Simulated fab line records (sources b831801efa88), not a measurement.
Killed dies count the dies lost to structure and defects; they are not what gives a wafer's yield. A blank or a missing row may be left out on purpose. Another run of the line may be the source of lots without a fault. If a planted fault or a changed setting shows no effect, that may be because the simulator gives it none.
A struck lot beside a sound one | flow sfqLine | 24 steps out of a route of 325
Sound: wafers L338.3, L338.4, L338.6. The struck wafers were L325.1, L325.2, L325.4. At the end, the cause is stated.
For every step that has rows: the tool of each side, followed by ch and its chambers, followed by its first start. Under that, the readings that differ: sound wafers | struck wafers | difference of the means | sigmas: that difference in standard deviations of wafers without a fault.
alike: same words and numbers on both sides, and readings whose means sit less than 2 such deviations apart. not compared: any withheld reading, any reading some wafer has no value for, any bound like >300 that may hide the same value, and any number with overlapping values for which the record gives no deviation.
The two part at a step that has a row with sigmas, a row that says differs or no value, or rows on one side only. Numbers that don't overlap but have no deviation are shown without sigmas and don't part them. A reading missing from all wafers of one side parts the sides only when that side holds two or more wafers.

first, 6 steps without rows for these wafers: SFQ_TRILAYER_C5_LITHO_COAT_156 (resist thk 62 nm); SFQ_TRILAYER_C5_LITHO_COAT_151 (resist thk 650 nm); SFQ_TRILAYER_C5_LITHO_SOFTBAKE_155; SFQ_TRILAYER_C5_LITHO_EXPOSE_152 (exposes mask C5, target cd 500 nm); SFQ_TRILAYER_C5_LITHO_PEB_154 (peb time 60 s); SFQ_TRILAYER_C5_LITHO_DEVELOP_153 (time 60 s).
SFQ_C5_OVL_MEAS_937:
  struck on overlay-01, day 72 11:56; sound on overlay-02, day 77 02:28
  alike: C5_OVL
SFQ_TRILAYER_C5_BARC_OPEN_VIA_ETCH_210: etches BARC in O2, target depth 125 nm, time 41.7 s.
  sound on rieDiel-04 ch 1,3, day 77 02:29; struck on rieDiel-02 ch 0,1,3, day 72 11:58
  alike: drypumpMotorCurrentA, oesProductAu
  not compared: rfHoursCounterH
SFQ_TRILAYER_C5_ETCH_VIA_ETCH_154: etches SiO2 in CHF3, stops on Nb, target depth 84 nm.
  sound on rieDiel-04 ch 1,3, day 77 02:32; struck on rieDiel-02 ch 0,1,3, day 72 12:00
  alike: drypumpMotorCurrentA, oesProductAu
SFQ_TRILAYER_C5_STRIP_STRIP_155: strips in O2.
  sound on rieMetal-02 ch 0, day 77 02:58; struck on rieMetal-01 ch 0, day 72 12:03
reading                  | sound       | struck      | difference | sigmas
drypumpMotorCurrentA (A) | 4.6 4.6 4.6 | 6.5 6.5 6.6 | +1.9       | +3
  alike: oesProductAu
  not compared: rfHoursCounterH
then, 2 steps without rows for these wafers: SFQ_TRILAYER_C5_STRIP_SOLV_CLEAN_156 (cleans in NMP, time 600 s); SFQ_TRILAYER_M6_DEP_PRE_CLEAN_158 (time 22.5 s).
SFQ_TRILAYER_M6_DEP_SPUTTER_157: material Nb, target thk 200 nm, time 133.3 s.
  struck on pvdSputter-05, day 72 13:43; sound on pvdSputter-04, day 77 03:59
  alike: throttleValvePct
SFQ_M6_RS_MEAS_938: measures by four-point-probe.
  struck on filmMetro-01, day 72 13:48; sound on filmMetro-04, day 77 04:07
reading           | sound             | struck            | difference | sigmas
M6_NB_RS (ohm/sq) | 0.891 0.885 0.891 | 0.439 0.442 0.447 | -0.446     | -48
then, 6 steps without rows for these wafers: SFQ_TRILAYER_M6_LITHO_COAT_164 (resist thk 62 nm); SFQ_TRILAYER_M6_LITHO_COAT_159 (resist thk 600 nm); SFQ_TRILAYER_M6_LITHO_SOFTBAKE_163; SFQ_TRILAYER_M6_LITHO_EXPOSE_160 (exposes mask M6, target cd 500 nm); SFQ_TRILAYER_M6_LITHO_PEB_162 (peb time 60 s); SFQ_TRILAYER_M6_LITHO_DEVELOP_161 (time 60 s).
SFQ_M6_OVL_MEAS_940:
  struck on overlay-02, day 72 17:10; sound on overlay-02, day 81 14:47
  alike: M6_OVL
SFQ_TRILAYER_M6_BARC_OPEN_METAL_ETCH_206: etches BARC in O2, target depth 125 nm, time 41.7 s.
  sound on rieMetal-01 ch 0,1, day 81 14:50; struck on rieMetal-04 ch 0,1, day 72 17:13
  alike: drypumpMotorCurrentA, oesProductAu
  not compared: rfHoursCounterH
SFQ_TRILAYER_M6_ETCH_METAL_ETCH_162: etches Nb in Cl2/Ar, stops on SiO2, target depth 240 nm, time 120 s.
  sound on rieMetal-01 ch 0,1, day 81 14:55; struck on rieMetal-04 ch 0,1, day 72 17:16
reading                      | sound             | struck            | difference | sigmas
oesProductAu (a.u.)          | 0.889 0.901 0.902 | 1.012 0.980 1.020 | +0.107     | +15
model.M6.featureDepthNm (nm) | 200 201.3 200.1   | 244.1 235.1 246.1 | +41.3      | 
model.etch.depthNm (nm)      | 200 201.3 200.1   | 244.1 235.1 246.1 | +41.3      | 
  alike: drypumpMotorCurrentA
  not compared: rfHoursCounterH
SFQ_TRILAYER_M6_STRIP_STRIP_163: strips in O2.
  sound on rieMetal-01 ch 0,1, day 81 15:11; struck on rieMetal-04 ch 0,1, day 72 17:23
  alike: drypumpMotorCurrentA, oesProductAu
  not compared: rfHoursCounterH

== WHERE THEY PART ==
Last at SFQ_TRILAYER_M6_ETCH_METAL_ETCH_162 as far as this record goes, first at SFQ_TRILAYER_C5_STRIP_STRIP_155. Later steps at which nothing parts them and some readings are alike: SFQ_TRILAYER_M6_STRIP_STRIP_163.

WHY: the cause the simulator had injected
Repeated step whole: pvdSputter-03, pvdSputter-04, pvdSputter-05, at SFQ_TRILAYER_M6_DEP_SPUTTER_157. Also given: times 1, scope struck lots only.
